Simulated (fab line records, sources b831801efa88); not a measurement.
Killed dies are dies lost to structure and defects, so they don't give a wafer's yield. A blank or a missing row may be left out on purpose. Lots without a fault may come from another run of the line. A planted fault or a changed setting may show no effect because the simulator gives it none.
A struck lot beside a sound one | flow sky130 | 16 steps out of a route of 708
Sound: wafers L705.1, L705.2, L705.4. Struck: wafers L709.5, L709.6. (L709.4 of the same lot was not struck and is left out.) The cause comes at the end.
At each step with rows: each side's tool, then ch and its chambers, then its first start. Under that, the readings that differ: sound wafers | struck wafers | difference of the means | sigmas: that difference in standard deviations of wafers without a fault.
alike: readings whose means differ by less than 2 such deviations, and words and numbers that are the same on both sides. not compared: withheld readings, readings that some wafer has no value for, bounds like >300 that may hide the same value, and numbers for which the record gives no deviation and whose values overlap.
The two part at a step that has a row with sigmas, a row that says differs or no value, or rows on one side only. Numbers that don't overlap but have no deviation are shown without sigmas and don't part them. A reading that every wafer of one side lacks parts them only if that side has two wafers or more.

first, 7 steps without rows for these wafers: SKY_METAL3_HMDS_06 (prime time 60 s); SKY_METAL3_COAT_07 (resist thk 60 nm); SKY_METAL3_COAT_08 (resist thk 1140 nm); SKY_METAL3_SOFTBAKE_09 (time 90 s); SKY_METAL3_EXPOSE_10 (exposes mask MM3, target cd 300 nm); SKY_METAL3_PEB_11; SKY_METAL3_DEVELOP_12 (develop time 60 s).
SKY_METAL3_CD_MEAS_13: target cd 300 nm.
  sound on cd_sem-02, day 39 00:52; struck on cd_sem-01, day 40 09:37
  alike: cd_nm
SKY_METAL3_OVL_MEAS_14:
  sound on overlay-02, day 39 00:59; struck on overlay-01, day 40 09:42
  alike: METAL3_OVL
SKY_METAL3_DESCUM_15: chemistry O2, time 8 s.
  sound on rie_metal-01 ch 0,1, day 39 01:02; struck on rie_metal-01 ch 0,1, day 40 09:44
  alike: drypump_motor_current_A, oes_product_au
  not compared: rf_hours_counter_h
SKY_METAL3_ETCH_16: etches BARC in N2/H2, stops on SiO2, time 88.2 s, target depth 60 nm.
  sound on rie_metal-01 ch 0,1, day 39 01:04; struck on rie_metal-01 ch 0,1, day 40 09:47
  alike: drypump_motor_current_A, n2_flow_sccm, oes_product_au, throttle_valve_pct
  not compared: rf_hours_counter_h
SKY_METAL3_ETCH_17: etches SiO2 in C4F8/O2/Ar, stops on TiN, time 3.9 s, target depth 15 nm.
  sound on rie_diel-04 ch 1,3, day 39 01:10; struck on rie_diel-04 ch 2,3, day 40 09:50
  alike: oes_product_au
  not compared: rf_hours_counter_h
SKY_METAL3_METAL_ETCH_18: etches the open film in Cl2/BCl3, stops on SiO2, target depth 845 nm, time 183.1 s.
  sound on rie_metal-02 ch 0,1, day 39 01:10; struck on rie_metal-02 ch 0,1, day 40 09:55
  reading                                       | sound             | struck      | difference | sigmas
  oes_product_au (a.u.)                         | 0.863 0.866 0.855 | 0.749 0.762 | -0.106     | -15
  model.KrF-thick_of_METAL3_COAT_08.thk_nm (nm) | 522 516.8 519.2   | 736.9 728.3 | +213.3     |
  model.METAL3.feature_depth_nm (nm)            | 860.4 855 848.9   | 663.1 684.9 | -180.8     |
  model.etch.depth_nm (nm)                      | 860.4 855 848.9   | 663.1 684.9 | -180.8     |
  alike: bcl3_flow_sccm, drypump_motor_current_A, throttle_valve_pct
  not compared: rf_hours_counter_h
SKY_METAL3_STRIP_19: strips in O2/N2.
  sound on plasma_asher-03 ch 0,1, day 39 01:21; struck on plasma_asher-04 ch 0,1, day 40 10:04
  reading                      | sound             | struck      | difference | sigmas
  drypump_motor_current_A (A)  | 5.3 4.9 4.8       | 6.2 5.8     | +1.0       | +2
  oes_product_au (a.u.)        | 0.502 0.506 0.501 | 0.583 0.595 | +0.086     | +16
  strip_time_to_endpoint_s (s) | 6.48 6.43 6.45    | 8.60 8.52   | +2.11      | +28
  alike: n2_flow_sccm
  not compared: rf_hours_counter_h
then, 1 step without rows for these wafers: SKY_METAL3_STRIP_20 (strips in post etch residue remover, time 1200 s).
-- the record jumps here: 7 days lie between the struck wafers' starts before and after (it left off in module METAL3 and takes up again in module PAD_OPEN, whose first step shown is number 708 of the route) --
SKY_PAD_OPEN_PROBE_99:
  sound on prober-01, day 46 05:44; struck on prober-01, day 47 09:41
  reading                  | sound          | struck    | difference | sigmas
  defect_limited_yield (%) | 83.7 84.6 87.4 | 0 0       | -85        | -43
  killed_at_M0_to_M3       | 37 37 35       | 449 443   | +410       | +63
  killed_dies              | 80 76 62       | 492 492   | +419       | +42
  killed_on_rim            | 12 16 13       | 96 96     | +82        | +22
  sort_bin_5_function (%)  | 11.8 9.6 6.3   | 93.7 92.7 | +84.0      | +56
  sort_n_pass              | 412 416 430    | 0 0       | -419       | -42
  sort_yield_pct (%)       | 83.7 84.6 87.4 | 0 0       | -85        | -43
  alike: killed_at_M4_up, killed_at_contacts, killed_at_front_end, killed_at_other, killed_open, killed_short, sort_bin_3_pad_short, sort_bin_6_memory

WHERE THEY PART
First at SKY_METAL3_METAL_ETCH_18; last, within this record, at SKY_PAD_OPEN_PROBE_99.

WHY: what the simulator had put in
Process parameter drift: rie_metal-02, from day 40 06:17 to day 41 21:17, at SKY_METAL3_METAL_ETCH_18. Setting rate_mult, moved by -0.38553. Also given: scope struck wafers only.
